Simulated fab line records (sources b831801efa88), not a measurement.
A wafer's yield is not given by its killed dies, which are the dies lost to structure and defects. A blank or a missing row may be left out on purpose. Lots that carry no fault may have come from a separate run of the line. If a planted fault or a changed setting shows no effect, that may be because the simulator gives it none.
Chamber matching || flow sky130 || SKY_PASSIVATION_CVD_00 on pecvd-01: 3 sister chambers
The step deposits SiO2, target thk 90 nm. 3 wafers are shown with their chamber, then 8 later ones without.

EACH WAFER AND ITS CHAMBER
{"wafer": "L092.2", "chamber": 2, "heater power w (W)": 711}
{"wafer": "L092.5", "chamber": 1, "heater power w (W)": 664}
{"wafer": "L091.1", "chamber": 0, "heater power w (W)": 516}

WAFERS WITH NO CHAMBER GIVEN
{"wafer": "L091.5", "heater power w (W)": 751}
{"wafer": "L091.6", "heater power w (W)": 525}
{"wafer": "L093.1", "heater power w (W)": 738}
{"wafer": "L093.2", "heater power w (W)": 532}
{"wafer": "L093.4", "heater power w (W)": 750}
{"wafer": "L095.3", "heater power w (W)": 749}
{"wafer": "L095.4", "heater power w (W)": 755}
{"wafer": "L095.5", "heater power w (W)": 571}

CHAMBER TAKEN BY EACH
{"wafer": "L091.5", "from the rows above": "can't be placed: 2 or 1", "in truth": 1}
{"wafer": "L091.6", "from the rows above": 0, "in truth": 0}
{"wafer": "L093.1", "from the rows above": "can't be placed: 2 or 1", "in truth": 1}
{"wafer": "L093.2", "from the rows above": 0, "in truth": 0}
{"wafer": "L093.4", "from the rows above": "can't be placed: 2 or 1", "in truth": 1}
{"wafer": "L095.3", "from the rows above": "can't be placed: 2 or 1", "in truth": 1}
{"wafer": "L095.4", "from the rows above": "can't be placed: 2 or 1", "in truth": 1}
{"wafer": "L095.5", "from the rows above": "can't be placed: 0 or 1", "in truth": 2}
Correctly placed: 2 of 8. Can't be placed from these rows: 6 (the true chamber is among the candidates in 5). Placed wrongly: 0.
How it was worked out, from the rows above alone: a wafer's distance from a chamber is the root of the sum, over the readings, of the square of ((its reading less the chamber's mean) divided by the reading's scatter). If the next closest chamber is less than 2 further off than the closest, the wafer can't be placed; otherwise it belongs to the closest. A chamber's mean is the mean of its shown wafers. The scatter: with one shown wafer a chamber, the root of the mean of the squares of how far each hidden wafer lies from its nearest shown one.
